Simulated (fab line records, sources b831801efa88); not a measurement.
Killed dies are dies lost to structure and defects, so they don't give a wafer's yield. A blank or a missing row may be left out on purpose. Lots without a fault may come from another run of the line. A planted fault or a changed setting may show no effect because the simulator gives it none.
fab line records | flow sky130 | part 1 of 2: steps 1 to 29 of 38
record lots=5 wafers=15 last_day=50
route steps=708 shown CAPM@537 METAL3@555 VIA3@573
lots that met no fault: from a run of the same line without faults
start_h: hours from the record's first day to the start of the lot's first wafer shown | wait_h: hours since the lot's step before | " the same as in the row above | L1.1+2: a row that stands for several wafers | - no value, or no start given | * or withheld: withheld | < > ~ a bound
route shown NAME@n: a module of which the file shows steps, and the number in the route of the first | usual: mean/standard deviation of fault-free wafers | same: alike in all rows | chamber/n: place in a boat | sites: the reading at each site | _std_site: their standard deviation | _edge_site: outer sites' mean less inner sites' | radius_mm: how far each site lies from the wafer's centre | mask NAME#n: copy n | behind: the tool/chamber that last shaped the wafer | hold: why the lot was held/for how many hours/how that ended | device: the transistor (n, p or np) that didn't switch | end of line: the same wafers' tests at the end of the route | a step without rows: its recipe alone | killed: dies lost to structure and defects at the first sort, not the wafer's yield | map: a wafer's dies, x killed, . not, _ none there
set.NAME: the setting as run; set.NAME@STEP: as run at that earlier step | model.NAME: the simulator's own value behind a step, which no gauge read
lots at some steps of the route; a table a step, a row a wafer
services: from which hour (start_h, from the record's first day; less than 0 if before it) a tool's chamber was out of use, for how many hours, and why
## steps
# step SKY_CAPM_CVD_00
# recipe material=SiO2 target_thk_nm=15.5 temp_c=400 time_s=withheld rf_w=450
# usual heater_power_outer_w=391/43 heater_power_w=667/65
# columns lot.wafer tool chamber start_h wait_h heater_power_outer_w heater_power_w
L079.3 pecvd-02 1 898.16 0.0 386 626
L079.4 " 2 " " 446 763
L079.5 " 1 " " 386 610
L078.2 pecvd-01 0 898.80 0.0 384 673
L078.4 " 0 " " 386 656
L078.5 " 2 " " 373 629
L087.1 pecvd-03 2 973.30 0.0 406 720
L087.3 " 0 " " 368 648
L087.5 " 0 " " 371 661
L096.1 pecvd-03 0 1012.40 0.0 382 659
L096.4 " 2 " " 362 649
L096.6 " 0 " " 375 654
L097.2 pecvd-01 1 1015.35 0.0 367 633
L097.3 " 2 " " 335 585
L097.4 " 1 " " 374 650
# step SKY_CAPM_THK_MEAS_01
# recipe reads=SiO2_of_CAPM_CVD_00
# usual CAPM_CVD_00_THK=15.48/0.22
# columns lot.wafer tool chamber start_h wait_h CAPM_CVD_00_THK[nm]
L079.3 film_metro-04 - 898.20 - 15.63
L079.4 " - " " 15.48
L079.5 " - " " 15.53
L078.2 film_metro-01 - 898.83 - 15.22
L078.4 " - " " 15.28
L078.5 " - " " 15.43
L087.1 film_metro-01 - 973.32 - 15.47
L087.3 " - " " 15.56
L087.5 " - " " 15.81
L096.1 film_metro-02 - 1012.42 - 15.21
L096.4 " - " " 15.64
L096.6 " - " " 15.51
L097.2 film_metro-04 - 1015.38 - 15.90
L097.3 " - " " 15.61
L097.4 " - " " 16.00
# step SKY_CAPM_SPUTTER_02
# recipe material=TiN target_thk_nm=200 temp_c=300 power_w=6500 time_s=166.7 chamber_pressure_pa=0.4
# usual throttle_valve_pct=29.6/1.2
# columns lot.wafer tool chamber start_h wait_h throttle_valve_pct
L079.3 pvd_sputter-04 - 898.24 0.0 29.6
L079.4 " - " " 32.5
L079.5 " - " " 29.6
L078.2 pvd_sputter-04 - 898.88 0.0 29.6
L078.4 " - " " 32.5
L078.5 " - " " 29.4
L087.1 pvd_sputter-02 - 973.38 0.1 29.1
L087.3 " - " " 29.9
L087.5 " - " " 30.2
L096.1 pvd_sputter-01 - 1012.48 0.1 29.6
L096.4 " - " " 28.3
L096.6 " - " " 31.2
L097.2 pvd_sputter-01 - 1015.43 0.0 28.1
L097.3 " - " " 28.8
L097.4 " - " " 29.6
# step SKY_CAPM_RS_MEAS_03
# recipe thk_meas_gauge=four-point-probe reads=TiN_of_CAPM_SPUTTER_02
# usual CAPM_TIN_RS=6.94/0.07
# columns lot.wafer tool chamber start_h wait_h CAPM_TIN_RS[ohm/sq]
L079.3 film_metro-04 - 898.39 0.1 6.99
L079.4 " - " " 6.94
L079.5 " - " " 6.94
L078.2 film_metro-02 - 899.01 0.1 6.94
L078.4 " - " " 6.90
L078.5 " - " " 6.85
L087.1 film_metro-02 - 973.49 0.1 6.88
L087.3 " - " " 6.89
L087.5 " - " " 6.87
L096.1 film_metro-01 - 1012.59 0.1 6.85
L096.4 " - " " 6.89
L096.6 " - " " 6.95
L097.2 film_metro-01 - 1015.56 0.1 6.95
L097.3 " - " " 7.04
L097.4 " - " " 6.98
# step SKY_CAPM_THK_MEAS_04
# recipe thk_meas_gauge=xrf reads=TiN_of_CAPM_SPUTTER_02
# usual CAPM_TIN_THK=195.7/2.6
# columns lot.wafer tool chamber start_h wait_h CAPM_TIN_THK[nm]
L079.3 film_metro-04 - 898.49 0.1 197.7
L079.4 " - " " 198.8
L079.5 " - " " 199.2
L078.2 film_metro-02 - 899.12 0.1 193.7
L078.4 " - " " 193.6
L078.5 " - " " 196.4
L087.1 film_metro-02 - 973.61 0.1 194.9
L087.3 " - " " 195.2
L087.5 " - " " 195.7
L096.1 film_metro-01 - 1012.71 0.1 197.6
L096.4 " - " " 196.8
L096.6 " - " " 195.9
L097.2 film_metro-01 - 1015.67 0.1 194.9
L097.3 " - " " 192.5
L097.4 " - " " 195.2
# step SKY_CAPM_DEHYDRATE_05
# recipe temp_c=200 time_s=60
# usual plate_temp_C=199.96/0.15
# columns lot.wafer tool chamber start_h wait_h plate_temp_C
L079.3 litho_track-04 0 910.67 12.2 199.98
L079.4 " 0 " " 199.97
L079.5 " 0 " " 199.96
L078.2 litho_track-03 0 911.04 11.9 199.88
L078.4 " 0 " " 200.11
L078.5 " 0 " " 199.90
L087.1 litho_track-04 0 984.62 11.0 199.64
L087.3 " 0 " " 199.91
L087.5 " 0 " " 199.89
L096.1 litho_track-01 0 1023.59 10.9 200.13
L096.4 " 0 " " 200.10
L096.6 " 0 " " 200.10
L097.2 litho_track-01 0 1025.86 10.2 200.26
L097.3 " 0 " " 199.87
L097.4 " 0 " " 200.15
# step SKY_CAPM_HMDS_06
# recipe prime_time_s=60 prime_temp_c=120
# same prime_time_s=60
# columns lot.wafer tool chamber start_h wait_h
L079.3+4+5 litho_track-04 0 910.82 0.1
L078.2+4+5 litho_track-03 0 911.19 0.1
L087.1+3+5 litho_track-04 0 984.77 0.1
L096.1+4+6 litho_track-01 0 1023.74 0.1
L097.2+3+4 litho_track-01 0 1026.01 0.1
# step SKY_CAPM_COAT_07
# recipe resist=NOVOLAK spin_rpm=3000 resist_thk_nm=1140
# usual dispense_pressure_kPa=49.7/2.5
# columns lot.wafer tool chamber start_h wait_h dispense_pressure_kPa
L079.3 litho_track-04 0 910.97 0.1 53.5
L079.4 " 0 " " 53.5
L079.5 " 0 " " 53.6
L078.2 litho_track-03 0 911.34 0.1 48.4
L078.4 " 0 " " 48.4
L078.5 " 0 " " 48.4
L087.1 litho_track-04 0 984.92 0.1 53.6
L087.3 " 0 " " 53.6
L087.5 " 0 " " 53.6
L096.1 litho_track-01 0 1023.89 0.1 47.9
L096.4 " 0 " " 47.9
L096.6 " 0 " " 48.0
L097.2 litho_track-01 0 1026.16 0.1 47.9
L097.3 " 0 " " 48.0
L097.4 " 0 " " 47.9
# step SKY_CAPM_SOFTBAKE_08
# recipe temp_c=90 time_s=60 resist=NOVOLAK
# usual plate_temp_C=90.01/0.13
# columns lot.wafer tool chamber start_h wait_h plate_temp_C
L079.3 litho_track-04 0 911.12 0.1 90.04
L079.4 " 0 " " 90.03
L079.5 " 0 " " 90.07
L078.2 litho_track-03 0 911.49 0.1 89.94
L078.4 " 0 " " 89.98
L078.5 " 0 " " 89.85
L087.1 litho_track-04 0 985.07 0.1 89.75
L087.3 " 0 " " 90.08
L087.5 " 0 " " 89.95
L096.1 litho_track-01 0 1024.04 0.1 89.96
L096.4 " 0 " " 89.86
L096.6 " 0 " " 90.00
L097.2 litho_track-01 0 1026.31 0.1 90.00
L097.3 " 0 " " 89.98
L097.4 " 0 " " 89.96
# step SKY_CAPM_EXPOSE_09
# recipe mask_id=CAPM na=0.6 source_shape=conventional sigma_outer=0.6 polarization=unpolarized target_cd_nm=1000 dose_mj=159
# columns lot.wafer tool chamber start_h wait_h mask
L079.3+4+5 iline_stepper-01 0 - - CAPM#0
L078.2+4+5 iline_stepper-02 0 - - CAPM#0
L087.1+3+5 iline_stepper-01 0 - - CAPM#0
L096.1+4+6 iline_stepper-01 0 - - CAPM#0
L097.2+3+4 iline_stepper-02 0 - - CAPM#0
# step SKY_CAPM_PEB_10
# recipe temp_c=withheld time_s=* resist=NOVOLAK
# columns lot.wafer tool chamber start_h wait_h
L079.3+4+5 litho_track-01 0 - -
L078.2+4+5 litho_track-03 0 - -
L087.1+3+5 litho_track-03 0 - -
L096.1+4+6 litho_track-04 0 - -
L097.2+3+4 litho_track-01 0 - -
# step SKY_CAPM_DEVELOP_11
# recipe resist=NOVOLAK developer=TMAH develop_time_s=60 dev_temp_c=23
# columns lot.wafer tool chamber start_h wait_h
L079.3+4+5 litho_track-01 0 923.34 0.1
L078.2+4+5 litho_track-03 0 923.39 0.1
L087.1+3+5 litho_track-03 0 996.47 0.1
L096.1+4+6 litho_track-04 0 1034.22 0.1
L097.2+3+4 litho_track-01 0 1037.86 0.1
# step SKY_CAPM_OVL_MEAS_12
# usual CAPM_OVL=0.0/1.3
# columns lot.wafer tool chamber start_h wait_h CAPM_OVL[nm]
L079.3 overlay-02 - 923.45 0.1 0.2
L079.4 " - " " -1.6
L079.5 " - " " -3.7
L078.2 overlay-01 - 923.52 0.1 -0.2
L078.4 " - " " 0.4
L078.5 " - " " 0.5
L087.1 overlay-02 - 996.62 0.1 0.7
L087.3 " - " " 1.5
L087.5 " - " " 1.6
L096.1 overlay-01 - 1034.37 0.1 -1.0
L096.4 " - " " -1.1
L096.6 " - " " -2.2
L097.2 overlay-02 - 1037.99 0.1 -0.1
L097.3 " - " " 1.2
L097.4 " - " " 1.8
# step SKY_CAPM_METAL_ETCH_13
# recipe target_depth_nm=220 stop_on=SiO2 chemistry=Cl2/BCl3 target=TiN pressure_mtorr=10 icp_w=900 bias_w=48.5 Cl2_flow_sccm=60 bcl3_flow_sccm=30 time_s=62.9
# usual drypump_motor_current_A=6.2/0.46 oes_product_au=0.940/0.0065 throttle_valve_pct=21.904/0.009
# columns lot.wafer tool chamber start_h wait_h drypump_motor_current_A oes_product_au rf_hours_counter_h throttle_valve_pct
L079.3 rie_metal-03 1 923.50 0.0 6.6 0.942 - 21.916
L079.4 " 0 " " 6.4 0.940 - 21.881
L079.5 " 1 " " 6.6 0.941 - 21.903
L078.2 rie_metal-04 0 923.55 0.0 5.7 0.938 11 21.905
L078.4 " 1 " " 6.4 0.944 - 21.914
L078.5 " 0 " " 5.8 0.945 - 21.912
L087.1 rie_metal-01 1 996.65 0.0 5.0 0.946 6 21.902
L087.3 " 1 " " 5.0 0.947 - 21.906
L087.5 " 0 " " 6.0 0.940 - 21.908
L096.1 rie_metal-03 1 1034.40 0.0 6.6 0.938 17 21.901
L096.4 " 1 " " 6.6 0.941 - 21.918
L096.6 " 0 " " 6.4 0.941 - 21.904
L097.2 rie_metal-01 1 1038.02 0.0 5.1 0.943 9 21.894
L097.3 " 0 " " 6.0 0.933 - 21.913
L097.4 " 1 " " 5.0 0.936 - 21.895
# step SKY_CAPM_STRIP_14
# recipe chemistry=O2/N2 power_w=1400 pressure_mtorr=1500 platen_temp_c=withheld o2_flow_sccm=3000 n2_flow_sccm=300 overash_fraction=0.5
# usual drypump_motor_current_A=5.52/0.26 oes_product_au=0.710/0.0049 strip_time_to_endpoint_s=12.64/0.053
# columns lot.wafer tool chamber start_h wait_h drypump_motor_current_A oes_product_au rf_hours_counter_h strip_time_to_endpoint_s
L079.3 plasma_asher-03 1 923.58 0.1 5.45 0.706 - 12.67
L079.4 " 0 " " 5.41 0.705 - 12.63
L079.5 " 1 " " 5.43 0.716 - 12.61
L078.2 plasma_asher-04 0 923.63 0.1 5.56 0.711 16 12.69
L078.4 " 1 " " 5.71 0.713 - 12.72
L078.5 " 0 " " 5.54 0.713 - 12.66
L087.1 plasma_asher-03 1 996.73 0.1 5.41 0.713 58 12.69
L087.3 " 0 " " 5.38 0.715 - 12.68
L087.5 " 1 " " 5.43 0.709 - 12.72
L096.1 plasma_asher-04 0 1034.48 0.1 5.54 0.708 27 12.64
L096.4 " 0 " " 5.54 0.714 - 12.63
L096.6 " 0 " " 5.55 0.704 - 12.61
L097.2 plasma_asher-03 1 1038.10 0.1 5.42 0.711 63 12.69
L097.3 " 1 " " 5.41 0.715 - 12.72
L097.4 " 0 " " 5.40 0.714 - 12.65
# step SKY_CAPM_STRIP_15
# recipe chemistry=post_etch_residue_remover time_s=1200 temp_c=72.5
# usual bath_heat_duty_pct=15.5/2.6
# columns lot.wafer tool chamber start_h wait_h bath_heat_duty_pct
L079.3 wet_bench-03 0 923.65 0.0 13.5
L079.4 " 0 " " 12.7
L079.5 " 0 " " 14.4
L078.2 wet_bench-04 0 923.73 0.1 14.8
L078.4 " 0 " " 15.5
L078.5 " 0 " " 15.1
L087.1 wet_bench-03 1 996.83 0.1 17.9
L087.3 " 1 " " 21.5
L087.5 " 1 " " 19.6
L096.1 wet_bench-04 0 1034.58 0.1 14.3
L096.4 " 0 " " 15.7
L096.6 " 0 " " 14.4
L097.2 wet_bench-01 3 1038.20 0.1 16.1
L097.3 " 3 " " 13.0
L097.4 " 3 " " 14.5
# step SKY_CAPM_CLEAN_16
# recipe chemistry=IPA time_s=180 temp_c=25
# usual bath_heat_duty_pct=6.2/0.86
# columns lot.wafer tool chamber start_h wait_h bath_heat_duty_pct
L079.3 wet_bench-01 1 924.02 0.0 6.8
L079.4 " 1 " " 6.4
L079.5 " 1 " " 6.7
L078.2 wet_bench-01 0 924.10 0.0 5.5
L078.4 " 0 " " 4.8
L078.5 " 0 " " 6.2
L087.1 wet_bench-04 3 997.17 0.0 6.6
L087.3 " 3 " " 5.6
L087.5 " 3 " " 6.7
L096.1 wet_bench-03 2 1034.95 0.0 4.6
L096.4 " 2 " " 4.4
L096.6 " 2 " " 4.1
L097.2 wet_bench-04 3 1038.54 0.0 6.1
L097.3 " 3 " " 5.4
L097.4 " 3 " " 6.5
# step SKY_CAPM_CLEAN_17
# recipe chemistry=O3/DIW dry=n2_spin
# columns lot.wafer tool chamber start_h wait_h
L079.3+4+5 wet_bench-03 3 924.08 0.0
L078.2+4+5 wet_bench-04 3 924.16 0.0
L087.1+3+5 wet_bench-01 3 997.23 0.0
L096.1+4+6 wet_bench-01 2 1035.02 0.0
L097.2+3+4 wet_bench-01 0 1038.67 0.0
# step SKY_METAL3_DEHYDRATE_05
# recipe temp_c=200 time_s=60
# usual plate_temp_C=200.02/0.14
# columns lot.wafer tool chamber start_h wait_h plate_temp_C
L079.3 litho_track-02 0 935.84 11.7 200.11
L079.4 " 0 " " 199.83
L079.5 " 0 " " 200.05
L078.2 litho_track-04 0 936.04 11.8 199.93
L078.4 " 0 " " 200.07
L078.5 " 0 " " 199.76
L087.1 litho_track-02 0 1008.24 10.9 199.84
L087.3 " 0 " " 200.07
L087.5 " 0 " " 199.95
L096.1 litho_track-01 0 1046.39 11.3 200.39
L096.4 " 0 " " 199.95
L096.6 " 0 " " 200.03
L097.2 litho_track-04 0 1049.14 10.4 200.08
L097.3 " 0 " " 199.97
L097.4 " 0 " " 199.98
# step SKY_METAL3_HMDS_06
# recipe prime_time_s=60 prime_temp_c=120
# same prime_time_s=60
# columns lot.wafer tool chamber start_h wait_h
L079.3+4+5 litho_track-02 0 935.99 0.1
L078.2+4+5 litho_track-04 0 936.19 0.1
L087.1+3+5 litho_track-02 0 1008.39 0.1
L096.1+4+6 litho_track-01 0 1046.54 0.1
L097.2+3+4 litho_track-04 0 1049.29 0.1
# step SKY_METAL3_COAT_07
# recipe resist=BARC temp_c=withheld time_s=withheld spin_rpm=3000 resist_thk_nm=60
# usual dispense_pressure_kPa=51.9/2.8
# columns lot.wafer tool chamber start_h wait_h dispense_pressure_kPa
L079.3 litho_track-02 0 936.14 0.1 54.5
L079.4 " 0 " " 54.5
L079.5 " 0 " " 54.5
L078.2 litho_track-04 0 936.34 0.1 53.6
L078.4 " 0 " " 53.5
L078.5 " 0 " " 53.5
L087.1 litho_track-02 0 1008.54 0.1 54.5
L087.3 " 0 " " 54.5
L087.5 " 0 " " 54.5
L096.1 litho_track-01 0 1046.69 0.1 48.0
L096.4 " 0 " " 47.9
L096.6 " 0 " " 48.0
L097.2 litho_track-04 0 1049.44 0.1 53.5
L097.3 " 0 " " 53.5
L097.4 " 0 " " 53.5
# step SKY_METAL3_COAT_08
# recipe resist=KrF-thick spin_rpm=3000 resist_thk_nm=1140
# usual dispense_pressure_kPa=52.0/2.9
# columns lot.wafer tool chamber start_h wait_h dispense_pressure_kPa
L079.3 litho_track-02 0 - - 54.5
L079.4 " 0 " " 54.5
L079.5 " 0 " " 54.6
L078.2 litho_track-04 0 - - 53.5
L078.4 " 0 " " 53.6
L078.5 " 0 " " 53.6
L087.1 litho_track-02 0 - - 54.5
L087.3 " 0 " " 54.4
L087.5 " 0 " " 54.5
L096.1 litho_track-01 0 - - 47.9
L096.4 " 0 " " 47.9
L096.6 " 0 " " 47.9
L097.2 litho_track-04 0 - - 53.6
L097.3 " 0 " " 53.5
L097.4 " 0 " " 53.5
# step SKY_METAL3_SOFTBAKE_09
# recipe temp_c=100 time_s=90 resist=KrF-thick
# usual plate_temp_C=100.00/0.13
# columns lot.wafer tool chamber start_h wait_h plate_temp_C
L079.3 litho_track-02 0 - - 100.03
L079.4 " 0 " " 99.83
L079.5 " 0 " " 100.03
L078.2 litho_track-04 0 - - 99.92
L078.4 " 0 " " 100.00
L078.5 " 0 " " 100.01
L087.1 litho_track-02 0 - - 99.99
L087.3 " 0 " " 99.90
L087.5 " 0 " " 100.07
L096.1 litho_track-01 0 - - 99.85
L096.4 " 0 " " 99.82
L096.6 " 0 " " 100.01
L097.2 litho_track-04 0 - - 99.95
L097.3 " 0 " " 99.98
L097.4 " 0 " " 99.79
# step SKY_METAL3_EXPOSE_10
# recipe mask_id=MM3 na=0.68 source_shape=annular sigma_inner=0.4 sigma_outer=0.8 target_cd_nm=300 dose_mj=28
# columns lot.wafer tool chamber start_h wait_h mask
L079.3+4+5 krf_scanner-02 0 - - MM3#0
L078.2+4+5 krf_scanner-02 0 - - MM3#0
L087.1+3+5 krf_scanner-01 0 - - MM3#0
L096.1+4+6 krf_scanner-02 0 - - MM3#0
L097.2+3+4 krf_scanner-01 0 - - MM3#0
# step SKY_METAL3_PEB_11
# recipe peb_temp_c=withheld peb_time_s=withheld resist=KrF-thick
# columns lot.wafer tool chamber start_h wait_h
L079.3+4+5 litho_track-04 0 - -
L078.2+4+5 litho_track-02 0 - -
L087.1+3+5 litho_track-04 0 - -
L096.1+4+6 litho_track-04 0 - -
L097.2+3+4 litho_track-01 0 - -
# step SKY_METAL3_DEVELOP_12
# recipe develop_time_s=60 resist=KrF-thick dev_temp_c=21
# columns lot.wafer tool chamber start_h wait_h
L079.3+4+5 litho_track-04 0 - -
L078.2+4+5 litho_track-02 0 - -
L087.1+3+5 litho_track-04 0 - -
L096.1+4+6 litho_track-04 0 - -
L097.2+3+4 litho_track-01 0 - -
# step SKY_METAL3_CD_MEAS_13
# recipe target_cd_nm=300
# usual cd_nm=299.9/1.2
# columns lot.wafer tool chamber start_h wait_h cd_nm
L079.3 cd_sem-02 - 948.76 - 298.5
L079.4 " - " " 299.7
L079.5 " - " " 299.3
L078.2 cd_sem-01 - 948.96 - 299.9
L078.4 " - " " 299.0
L078.5 " - " " 299.0
L087.1 cd_sem-01 - 1021.62 - 298.2
L087.3 " - " " 299.2
L087.5 " - " " 298.9
L096.1 cd_sem-02 - 1057.37 - 300.5
L096.4 " - " " 299.1
L096.6 " - " " 299.2
L097.2 cd_sem-01 - 1060.21 - 300.4
L097.3 " - " " 300.0
L097.4 " - " " 300.6
# step SKY_METAL3_OVL_MEAS_14
# usual METAL3_OVL=-2/5.3
# columns lot.wafer tool chamber start_h wait_h METAL3_OVL[nm]
L079.3 overlay-01 - 948.85 0.1 -4
L079.4 " - " " -6
L079.5 " - " " -8
L078.2 overlay-02 - 949.07 0.1 -4
L078.4 " - " " -11
L078.5 " - " " -2
L087.1 overlay-01 - 1021.74 0.1 6
L087.3 " - " " 6
L087.5 " - " " 3
L096.1 overlay-01 - 1057.49 0.1 -10
L096.4 " - " " -10
L096.6 " - " " -10
L097.2 overlay-01 - 1060.31 0.1 -2
L097.3 " - " " 9
L097.4 " - " " -4
# step SKY_METAL3_DESCUM_15
# recipe chemistry=O2 source_power_w=150 bias_power_w=0 pressure_mtorr=10 temp_c=40 time_s=8
# usual drypump_motor_current_A=5.7/0.5 oes_product_au=0.999/0.0082
# columns lot.wafer tool chamber start_h wait_h drypump_motor_current_A oes_product_au rf_hours_counter_h
L079.3 rie_metal-04 1 948.88 0.0 6.4 0.993 -
L079.4 " 0 " " 5.8 0.986 -
L079.5 " 1 " " 6.4 0.994 -
L078.2 rie_metal-02 1 949.10 0.0 5.9 1.011 5
L078.4 " 1 " " 5.9 1.010 -
L078.5 " 0 " " 5.0 1.006 -
L087.1 rie_metal-01 0 1021.77 0.0 6.0 0.997 10
L087.3 " 0 " " 6.0 0.995 -
L087.5 " 1 " " 5.1 1.016 -
L096.1 rie_metal-01 1 1057.52 0.0 5.1 1.000 10
L096.4 " 0 " " 6.0 0.975 -
L096.6 " 1 " " 5.1 0.998 -
L097.2 rie_metal-04 1 1060.34 0.0 6.4 0.999 7
L097.3 " 1 " " 6.4 0.997 -
L097.4 " 0 " " 5.7 0.998 -
